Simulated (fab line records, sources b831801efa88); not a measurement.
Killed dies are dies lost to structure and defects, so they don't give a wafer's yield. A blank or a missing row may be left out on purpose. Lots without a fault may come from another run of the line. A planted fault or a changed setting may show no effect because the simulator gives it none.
Tool commonality check | flow sky130 | 10 lots, 30 wafers sampled

WHY IT WAS OPENED
At SKY_POLY_GATE_THK_MEAS_01 the reading POLY_GATE_CVD_00_THK is flagged on 2 of 10 lots. Wafers without a fault read 179.6 nm, standard deviation 1.7.
Rule: a lot is flagged when every wafer of it that has a number lies more than 4 standard deviations from that mean, or none has a number. The other lots count as sound.

lot  | measured     | on            | POLY_GATE_CVD_00_THK (nm), wafer by wafer | flag
L385 | day 13 21:13 | film_metro-03 | 178.8 179.5 178.7                         |
L387 | day 14 12:46 | film_metro-02 | 177.7 179.8 179.9                         |
L392 | day 16 02:34 | film_metro-03 | 180.7 181.8 181.4                         |
L393 | day 16 20:10 | film_metro-04 | 147.4 144.0 146.4                         | FLAGGED
L394 | day 17 16:31 | film_metro-02 | 170.9 164.8 160.9                         | FLAGGED
L403 | day 20 08:04 | film_metro-02 | 178.5 181.1 180.7                         |
L402 | day 20 09:16 | film_metro-03 | 181.4 181.3 181.6                         |
L405 | day 20 23:47 | film_metro-03 | 179.5 181.2 181.4                         |
L406 | day 21 04:14 | film_metro-04 | 179.6 178.8 176.8                         |
L408 | day 22 01:53 | film_metro-02 | 180.3 180.9 180.5                         |
The numbers of the flagged lots are 155.7 nm on average: -23.9 nm against the usual, or -14 standard deviations.

WHICH TOOL RAN EACH LOT
The record holds 2 process steps before the reading, out of a route of 708 steps. In each cell: the tool, then ch and the chambers that the sampled wafers went through, then the start.
lot  | flag    | SKY_GATE_OXIDE_STRIP_13              | SKY_POLY_GATE_CVD_00
L385 |         | plasma_asher-04 ch 0,1, day 13 16:56 | lpcvd-01 ch 1, day 13 20:00
L387 |         | plasma_asher-04 ch 0,1, day 14 05:05 | lpcvd-01 ch 1, day 14 11:32
L392 |         | plasma_asher-01 ch 0,1, day 15 23:14 | lpcvd-01 ch 0, day 16 01:17
L393 | FLAGGED | plasma_asher-01 ch 0,1, day 16 15:49 | lpcvd-01 ch 1, day 16 18:58
L394 | FLAGGED | plasma_asher-01 ch 0,1, day 17 12:53 | lpcvd-01 ch 0, day 17 15:19
L403 |         | plasma_asher-04 ch 0,1, day 20 05:05 | lpcvd-01 ch 0, day 20 06:52
L402 |         | plasma_asher-01 ch 0,1, day 20 05:17 | lpcvd-01 ch 1, day 20 08:04
L405 |         | plasma_asher-03 ch 0,1, day 20 20:49 | lpcvd-01 ch 1, day 20 22:35
L406 |         | plasma_asher-01 ch 0,1, day 21 01:17 | lpcvd-01 ch 0, day 21 03:02
L408 |         | plasma_asher-04 ch 0,1, day 21 22:20 | lpcvd-01 ch 1, day 22 00:05
What these steps do:
- SKY_GATE_OXIDE_STRIP_13: strips in O2/N2.
- SKY_POLY_GATE_CVD_00: deposits poly-Si, target thk 180 nm, time 720 s.
- SKY_POLY_GATE_THK_MEAS_01

FLAGGED OVER TOTAL, TOOL BY TOOL (the gauges that took the reading come last)
step                      | tool            | lots run | flagged | share of the flagged lots | sound lots run after its first flagged lot
SKY_GATE_OXIDE_STRIP_13   | plasma_asher-01 | 5        | 2       | all                       | 2 (L402,L406)
SKY_GATE_OXIDE_STRIP_13   | plasma_asher-03 | 1        | 0       | none                      | -
SKY_GATE_OXIDE_STRIP_13   | plasma_asher-04 | 4        | 0       | none                      | -
SKY_POLY_GATE_CVD_00      | lpcvd-01        | 10       | 2       | all                       | 5 (L403,L402,L405,L406,L408)
SKY_POLY_GATE_THK_MEAS_01 | film_metro-02   | 4        | 1       | some                      | 2 (L403,L408)
SKY_POLY_GATE_THK_MEAS_01 | film_metro-03   | 4        | 0       | none                      | -
SKY_POLY_GATE_THK_MEAS_01 | film_metro-04   | 2        | 1       | some                      | 1 (L406)

WHAT THE TABLE ALLOWS
2 rows of the table ran every flagged lot: plasma_asher-01 at SKY_GATE_OXIDE_STRIP_13, lpcvd-01 at SKY_POLY_GATE_CVD_00.
- plasma_asher-01 at SKY_GATE_OXIDE_STRIP_13: 2 of its 5 lots flagged. Sound lots ran on it after the first flagged one (L402, L406), which a lasting fault on the whole tool wouldn't allow.
- lpcvd-01 at SKY_POLY_GATE_CVD_00: 2 of its 10 lots flagged. Sound lots ran on it after the first flagged one (L403, L402, L405, L406, L408), which a lasting fault on the whole tool wouldn't allow. Its own readings lie more than 4 standard deviations out on every wafer of the flagged lots: spike_tc_centre_C, zone_power_lower_pct.
No row of the table ran every flagged lot and no sound lot after the first.

WHAT THE SIMULATOR HAD PUT IN
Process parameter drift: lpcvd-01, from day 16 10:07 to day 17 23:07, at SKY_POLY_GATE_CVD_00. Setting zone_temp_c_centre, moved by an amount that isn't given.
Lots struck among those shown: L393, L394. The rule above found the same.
